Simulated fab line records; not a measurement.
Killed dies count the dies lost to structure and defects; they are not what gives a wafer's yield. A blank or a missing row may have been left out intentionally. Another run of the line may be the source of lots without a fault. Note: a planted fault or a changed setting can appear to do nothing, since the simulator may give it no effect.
2 desks looking at one fault -- flow sky130 -- each desk holds nothing but its own numbers, with what lay behind them at the end

## THE METROLOGY DESK
Lot by lot, what the gauges showed, no matter which tool ran the lot: averages of those sampled wafers that carry a number. A lot is out of limits, marked OUT, if its mean lies more than 4 standard deviations from the usual mean; the brackets give that distance.
Columns: A = VIA3_W_RS at SKY_VIA3_RS_MEAS_22, usual 0.2916 ohm/sq
lot,first seen here,A
L128,day 40 04:23,0.2945
L129,day 41 02:28,0.2916
L132,day 41 05:47,0.2922
L131,day 41 15:12,0.2921
L137,day 43 10:22,0.2937
L134,day 43 17:54,0.2915
L138,day 43 19:10,0.2905
L133,day 43 20:59,0.2920
L145,day 45 01:07,0.2878
L146,day 45 01:43,0.2905
L147,day 45 01:46,0.2951
L150,day 45 23:19,0.2926
Result from this desk: across the 12 lots, nothing is out of limits.

## DESK OF THE TOOL OWNER: rie-diel-02
The tool's own readings at SKY_VIA3_ETCH_14 (etches BARC in N2/H2, stops on SiO2, time 45.9 s, target depth 60 nm): means of the sampled wafers that have a number, for each lot that ran on this tool. A lot is out of limits, marked OUT, if its mean lies more than 4 standard deviations from the usual mean; the brackets give that distance.
Columns: A = drypump-motor-current-A at SKY_VIA3_ETCH_14, usual 5.8 A; B = oes-product-au at SKY_VIA3_ETCH_14, usual 0.855 a.u.; C = run-length-s at SKY_VIA3_ETCH_14, usual 74.2 s; D = throttle-valve-pct at SKY_VIA3_ETCH_14, usual 13.225 %
lot,first seen here,A,B,C,D
L128,day 40 03:30,5.8,0.852,74.7,13.229
L129,day 41 01:31,5.9,0.855,74.7,13.232
L133,day 43 19:30,5.8,0.858,74.1,13.230
L145,day 45 00:12,5.7,0.846,75.4,13.224
Result from this desk: across the 4 lots, nothing is out of limits.

## PUT TOGETHER
Nothing out of limits was seen by the metrology desk.
The desk of the tool owner found nothing out of limits.

## WHAT THE SIMULATOR HAD PUT IN
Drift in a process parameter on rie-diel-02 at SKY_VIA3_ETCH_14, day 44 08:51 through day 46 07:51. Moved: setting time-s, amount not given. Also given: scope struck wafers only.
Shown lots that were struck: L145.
